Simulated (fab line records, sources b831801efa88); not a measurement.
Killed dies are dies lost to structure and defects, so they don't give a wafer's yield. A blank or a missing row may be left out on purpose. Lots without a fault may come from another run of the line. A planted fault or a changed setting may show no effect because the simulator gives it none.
fab line records | flow gf180mcu
record lots=14 wafers=42 last_day=34
route steps=602 shown M3@424 M4@471 V4@480
lots that met no fault: from a run of the same line without faults
start_h: hours from the record's first day to the start of the lot's first wafer shown | wait_h: hours since the lot's step before | " the same as in the row above | L1.1+2: a row that stands for several wafers | - no value, or no start given | * or withheld: withheld | < > ~ a bound
route shown NAME@n: a module of which the file shows steps, and the number in the route of the first | usual: mean/standard deviation of fault-free wafers | same: alike in all rows | chamber/n: place in a boat | sites: the reading at each site | _std_site: their standard deviation | _edge_site: outer sites' mean less inner sites' | radius_mm: how far each site lies from the wafer's centre | mask NAME#n: copy n | behind: the tool/chamber that last shaped the wafer | hold: why the lot was held/for how many hours/how that ended | device: the transistor (n, p or np) that didn't switch | end of line: the same wafers' tests at the end of the route | a step without rows: its recipe alone | killed: dies lost to structure and defects at the first sort, not the wafer's yield | map: a wafer's dies, x killed, . not, _ none there
set.NAME: the setting as run; set.NAME@STEP: as run at that earlier step | model.NAME: the simulator's own value behind a step, which no gauge read
steps of the route over a sample of lots; a table a step, a row a wafer
services: from which hour (start_h, from the record's first day; less than 0 if before it) a tool's chamber was out of use, for how many hours, and why
## steps
# step GF_M3_OVL_MEAS_15
# usual M3_OVL=2/4.4
# columns lot.wafer tool chamber start_h wait_h M3_OVL[nm]
L627.2 overlay-01 - 488.79 0.1 12
L627.4 " - " " 7
L627.6 " - " " 7
L629.2 overlay-02 - 512.69 0.1 -1
L629.3 " - " " 2
L629.5 " - " " 3
L631.2 overlay-02 - 535.74 0.1 -3
L631.3 " - " " -8
L631.5 " - " " -6
L634.1 overlay-02 - 555.43 0.1 2
L634.4 " - " " -4
L634.6 " - " " 2
L635.2 overlay-02 - 569.94 0.1 2
L635.4 " - " " 2
L635.5 " - " " 3
L636.1 overlay-01 - 574.04 0.1 -1
L636.3 " - " " 4
L636.6 " - " " 1
L637.1 overlay-01 - 582.56 0.1 -1
L637.2 " - " " -4
L637.3 " - " " -4
L639.2 overlay-01 - 600.99 0.1 2
L639.3 " - " " -3
L639.5 " - " " 4
L640.2 overlay-01 - 603.49 0.1 6
L640.3 " - " " -2
L640.6 " - " " 4
L645.3 overlay-01 - 643.39 0.1 -3
L645.5 " - " " -9
L645.6 " - " " -2
L646.1 overlay-01 - 649.36 0.1 4
L646.3 " - " " 0
L646.6 " - " " 4
L648.3 overlay-01 - 661.87 0.1 3
L648.5 " - " " -4
L648.6 " - " " 0
L649.1 overlay-02 - 667.98 0.1 0
L649.3 " - " " -5
L649.6 " - " " 0
L650.1 overlay-01 - 677.06 0.1 4
L650.2 " - " " 4
L650.4 " - " " 6
# step GF_M4_OVL_MEAS_15
# usual M4_OVL=-2/5.2
# columns lot.wafer tool chamber start_h wait_h M4_OVL[nm]
L627.2 overlay-01 - 538.77 0.1 -6
L627.4 " - " " -4
L627.6 " - " " -4
L629.2 overlay-01 - 561.27 0.1 -2
L629.3 " - " " 4
L629.5 " - " " -6
L631.2 overlay-01 - 584.29 0.1 0
L631.3 " - " " 0
L631.5 " - " " 1
L634.1 overlay-02 - 601.77 0.1 0
L634.4 " - " " 2
L634.6 " - " " -3
L635.2 overlay-02 - 615.04 0.1 -2
L635.4 " - " " -7
L635.5 " - " " -4
L636.1 overlay-02 - 619.36 0.1 -4
L636.3 " - " " 2
L636.6 " - " " 3
L637.1 overlay-02 - 627.06 0.1 2
L637.2 " - " " -2
L637.3 " - " " 1
L639.2 overlay-02 - 645.42 0.1 -6
L639.3 " - " " -2
L639.5 " - " " -5
L640.2 overlay-01 - 647.99 0.1 -2
L640.3 " - " " -3
L640.6 " - " " 1
L645.3 overlay-01 - 685.57 0.1 1
L645.5 " - " " -2
L645.6 " - " " -6
L646.1 overlay-02 - 691.48 0.1 -4
L646.3 " - " " 1
L646.6 " - " " 0
L648.3 overlay-02 - 703.39 0.1 3
L648.5 " - " " -2
L648.6 " - " " -2
L649.1 overlay-02 - 708.48 0.1 6
L649.3 " - " " 6
L649.6 " - " " -1
L650.1 overlay-02 - 716.52 0.1 0
L650.2 " - " " -5
L650.4 " - " " -3
# step GF_V4_CMP_04
# recipe material=SiO2 down_force_psi=4 platen_rpm=60 pad_velocity_m_s=0.94248
# usual edge_zone_pressure_frac=1.000/0.0048 motor_current_A=12.4/1.2 retaining_ring_pressure_frac=0.999/0.0046 slurry_filter_dp_kPa=13.48/0.14 time_to_endpoint_s=83/6.4
# columns lot.wafer tool chamber start_h wait_h edge_zone_pressure_frac motor_current_A retaining_ring_pressure_frac slurry_filter_dp_kPa time_to_endpoint_s
L627.4 cmp-02 1 539.76 0.1 0.994 13.4 1.004 13.27 90
L627.2 " 2 " " 0.999 11.4 1.002 13.34 73
L627.6 " 0 " " 0.998 12.8 1.006 13.26 87
L629.2 cmp-01 2 562.33 0.0 0.997 10.1 0.998 13.41 77
L629.3 " 0 " " 0.997 12.5 0.995 13.29 85
L629.5 " 2 " " 1.003 9.7 0.998 13.43 90
L631.3 cmp-02 3 585.38 0.0 1.006 13.1 1.008 13.39 75
L631.2 " 2 " " 1.005 11.4 0.992 13.27 75
L631.5 " 0 " " 1.000 13.4 1.003 13.60 89
L634.1 cmp-02 0 603.10 0.3 0.997 13.3 1.005 13.64 83
L634.4 " 1 " " 1.013 13.0 0.994 13.53 87
L634.6 " 3 " " 1.000 12.2 1.001 13.56 80
L635.4 cmp-01 1 616.10 0.1 1.003 14.3 0.995 13.50 99
L635.2 " 3 " " 0.993 10.9 1.002 13.49 90
L635.5 " 1 " " 1.003 13.3 0.994 13.44 96
L636.3 cmp-02 3 620.42 0.1 1.000 12.3 0.993 13.40 73
L636.1 " 0 " " 1.006 12.9 0.998 13.64 78
L636.6 " 3 " " 1.005 11.9 0.992 13.29 81
L637.3 cmp-02 3 628.08 0.1 1.012 12.6 1.001 13.25 73
L637.1 " 0 " " 0.995 13.4 0.994 13.34 76
L637.2 " 1 " " 0.989 13.8 0.998 13.55 73
L639.3 cmp-01 0 646.39 0.0 0.995 12.5 1.001 13.50 78
L639.2 " 1 " " 1.000 14.7 1.000 13.29 98
L639.5 " 1 " " 1.000 13.9 1.002 13.54 89
L640.2 cmp-02 1 648.93 0.0 0.999 14.1 1.000 13.48 78
L640.3 " 0 " " 0.994 13.4 0.999 13.49 81
L640.6 " 2 " " 1.003 11.0 0.998 13.52 75
L645.3 cmp-01 1 686.78 0.2 1.005 13.5 0.992 13.77 36
L645.5 " 2 " " 0.998 10.1 1.002 13.63 82
L645.6 " 3 " " 1.000 11.2 1.002 13.36 84
L646.3 cmp-01 3 692.48 0.1 0.992 10.6 1.002 13.40 24
L646.1 " 0 " " 0.999 12.3 1.001 13.65 20
L646.6 " 2 " " 1.000 10.3 1.009 13.50 86
L648.3 cmp-02 0 704.46 0.0 0.994 14.0 0.998 13.57 90
L648.5 " 0 " " 0.996 13.5 1.004 13.77 91
L648.6 " 1 " " 1.000 13.3 0.999 13.64 84
L649.3 cmp-02 3 709.43 0.0 1.003 12.6 0.997 13.54 83
L649.1 " 0 " " 0.995 13.5 1.001 13.58 74
L649.6 " 3 " " 1.002 12.8 0.994 13.56 84
L650.1 cmp-02 2 717.65 0.1 0.990 11.4 1.011 13.56 77
L650.4 " 3 " " 0.997 12.1 1.001 13.45 91
L650.2 " 0 " " 0.997 12.8 1.007 13.33 81
# step GF_V4_ETCH_16
# recipe chemistry=N2/H2 target_depth_a=withheld overetch_a=withheld time_s=withheld target=BARC ion_energy_ev=200 source_w=500 bias_w=100 pressure_mtorr=30 n2_flow_sccm=100 h2_flow_sccm=200
# usual drypump_motor_current_A=5.5/0.44 oes_product_au=0.855/0.0048 throttle_valve_pct=13.225/0.009
# columns lot.wafer tool chamber start_h wait_h drypump_motor_current_A oes_product_au throttle_valve_pct
L627.2 rie_diel-03 3 562.77 0.0 5.7 0.851 13.236
L627.4 " 2 " " 5.5 0.855 13.214
L627.6 " 2 " " 5.5 0.845 13.235
L629.2 rie_diel-04 3 584.79 0.0 5.6 0.851 13.237
L629.3 " 0 " " 5.5 0.851 13.232
L629.5 " 3 " " 5.6 0.860 13.221
L631.2 rie_diel-04 1 607.35 0.0 5.2 0.856 13.230
L631.3 " 3 " " 5.6 0.844 13.230
L631.5 " 3 " " 5.6 0.854 13.219
L634.1 rie_diel-02 1 624.29 0.0 5.0 0.849 13.209
L634.4 " 2 " " 5.1 0.851 13.223
L634.6 " 1 " " 5.0 0.860 13.209
L635.2 rie_diel-02 1 637.00 0.0 5.0 0.859 13.224
L635.4 " 2 " " 5.1 0.856 13.225
L635.5 " 1 " " 5.0 0.848 13.224
L636.1 rie_diel-03 0 641.15 0.0 5.8 0.854 13.238
L636.3 " 1 " " 6.6 0.854 13.221
L636.6 " 1 " " 6.6 0.856 13.213
L637.1 rie_diel-02 1 648.29 0.0 5.0 0.852 13.236
L637.2 " 3 " " 4.7 0.850 13.204
L637.3 " 0 " " 5.5 0.858 13.216
L639.2 rie_diel-02 1 667.17 0.0 5.0 0.855 13.230
L639.3 " 0 " " 5.6 0.843 13.231
L639.5 " 3 " " 4.7 0.859 13.222
L640.2 rie_diel-03 1 668.72 0.0 6.5 0.858 13.227
L640.3 " 2 " " 5.5 0.855 13.236
L640.6 " 0 " " 5.9 0.849 13.230
L645.3 rie_diel-03 3 705.75 0.0 5.7 0.857 13.228
L645.5 " 2 " " 5.5 0.863 13.221
L645.6 " 1 " " 6.5 0.851 13.230
L646.1 rie_diel-02 1 711.59 0.0 5.0 0.847 13.212
L646.3 " 3 " " 4.7 0.856 13.212
L646.6 " 1 " " 5.0 0.854 13.228
L648.3 rie_diel-03 2 723.29 0.0 5.5 0.851 13.209
L648.5 " 2 " " 5.5 0.861 13.238
L648.6 " 3 " " 5.7 0.858 13.240
L649.1 rie_diel-04 0 728.77 0.0 5.5 0.855 13.236
L649.3 " 2 " " 5.8 0.848 13.212
L649.6 " 0 " " 5.5 0.862 13.230
L650.1 rie_diel-02 0 735.59 0.0 5.6 0.861 13.215
L650.2 " 1 " " 5.0 0.861 13.234
L650.4 " 1 " " 5.0 0.857 13.214
# step GF_V4_ETCH_17
# recipe chemistry=C4F8/O2/Ar mask_material=KrF target=SiO2 stop_on=TiN source_w=1500 bias_w=1200 pressure_mtorr=40 c4f8_flow_sccm=withheld O2_flow_sccm=6 Ar_flow_sccm=300 time_s=withheld target_depth_a=6300
# usual oes_product_au=0.855/0.0042
# columns lot.wafer tool chamber start_h wait_h oes_product_au
L627.2 rie_diel-03 3 - - 0.854
L627.4 " 2 " " 0.855
L627.6 " 2 " " 0.851
L629.2 rie_diel-04 3 - - 0.854
L629.3 " 0 " " 0.854
L629.5 " 3 " " 0.855
L631.2 rie_diel-04 1 - - 0.843
L631.3 " 3 " " 0.856
L631.5 " 3 " " 0.853
L634.1 rie_diel-02 1 - - 0.854
L634.4 " 2 " " 0.845
L634.6 " 1 " " 0.858
L635.2 rie_diel-02 1 - - 0.863
L635.4 " 2 " " 0.855
L635.5 " 1 " " 0.858
L636.1 rie_diel-03 0 - - 0.855
L636.3 " 1 " " 0.854
L636.6 " 1 " " 0.849
L637.1 rie_diel-02 1 - - 0.857
L637.2 " 3 " " 0.853
L637.3 " 0 " " 0.856
L639.2 rie_diel-02 1 - - 0.856
L639.3 " 0 " " 0.858
L639.5 " 3 " " 0.853
L640.2 rie_diel-03 1 - - 0.855
L640.3 " 2 " " 0.856
L640.6 " 0 " " 0.850
L645.3 rie_diel-03 3 - - 0.973
L645.5 " 2 " " 0.851
L645.6 " 1 " " 0.859
L646.1 rie_diel-02 1 - - 0.974
L646.3 " 3 " " 0.969
L646.6 " 1 " " 0.855
L648.3 rie_diel-03 2 - - 0.854
L648.5 " 2 " " 0.864
L648.6 " 3 " " 0.851
L649.1 rie_diel-04 0 - - 0.855
L649.3 " 2 " " 0.853
L649.6 " 0 " " 0.854
L650.1 rie_diel-02 0 - - 0.855
L650.2 " 1 " " 0.854
L650.4 " 1 " " 0.868
## services
# columns tool chamber start_h hours kind
cmp-02 - 558.62 5.4 pm
rie_diel-03 0 568.71 9.6 repair
cmp-01 - 572.27 4.0 pm
rie_diel-04 1 577.10 4.0 repair
cmp-01 - 580.27 1.1 repair
rie_diel-03 1 586.75 2.4 repair
cmp-01 - 590.63 12.9 pm
rie_diel-02 2 594.37 5.1 repair
cmp-01 - 607.34 0.7 repair
rie_diel-04 - 612.83 0.7 repair
cmp-01 - 622.06 5.3 repair
rie_diel-03 2 638.63 7.0 repair
rie_diel-04 - 647.32 1.0 repair
cmp-01 - 650.45 1.9 repair
rie_diel-02 3 652.02 2.3 repair
cmp-01 - 656.19 1.1 repair
rie_diel-02 2 658.72 46.2 repair
cmp-01 - 661.53 0.4 repair
cmp-01 - 667.30 7.6 pm
rie_diel-04 - 673.55 0.3 repair
cmp-02 - 686.86 4.5 repair
cmp-01 - 701.37 0.3 repair
rie_diel-04 1 712.97 5.4 repair
rie_diel-04 - 725.89 0.5 repair
## key
first_sign step=GF_V4_CMP_04 reading=time_to_endpoint_s direction=down sigmas=8.8 usual=* struck=*
effect step=GF_V4_ETCH_17 reading=oes_product_au direction=up sigmas=28 usual=0.855 struck=0.972
met_at GF_V4_CMP_04
struck_lots L645,L646
struck_wafers L645.3,L646.1,L646.3
sort_left_out L645.3,L646.1,L646.3
not_acting_at GF_M3_OVL_MEAS_15,GF_M4_OVL_MEAS_15,GF_V4_ETCH_16
onset_between 646.39 686.78
fault kind=process_parameter_drift tool=cmp-01 chamber=- onset_h=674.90 steps=GF_V4_CMP_04 channel=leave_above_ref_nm offset=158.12 shape=step end_h=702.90 scope=struck_wafers_only acts_in=these_recipes_only stated=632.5
# sort_left_out: the simulated sort isn't trusted on such a fault, so these wafers' sort isn't shown, and their yield isn't known
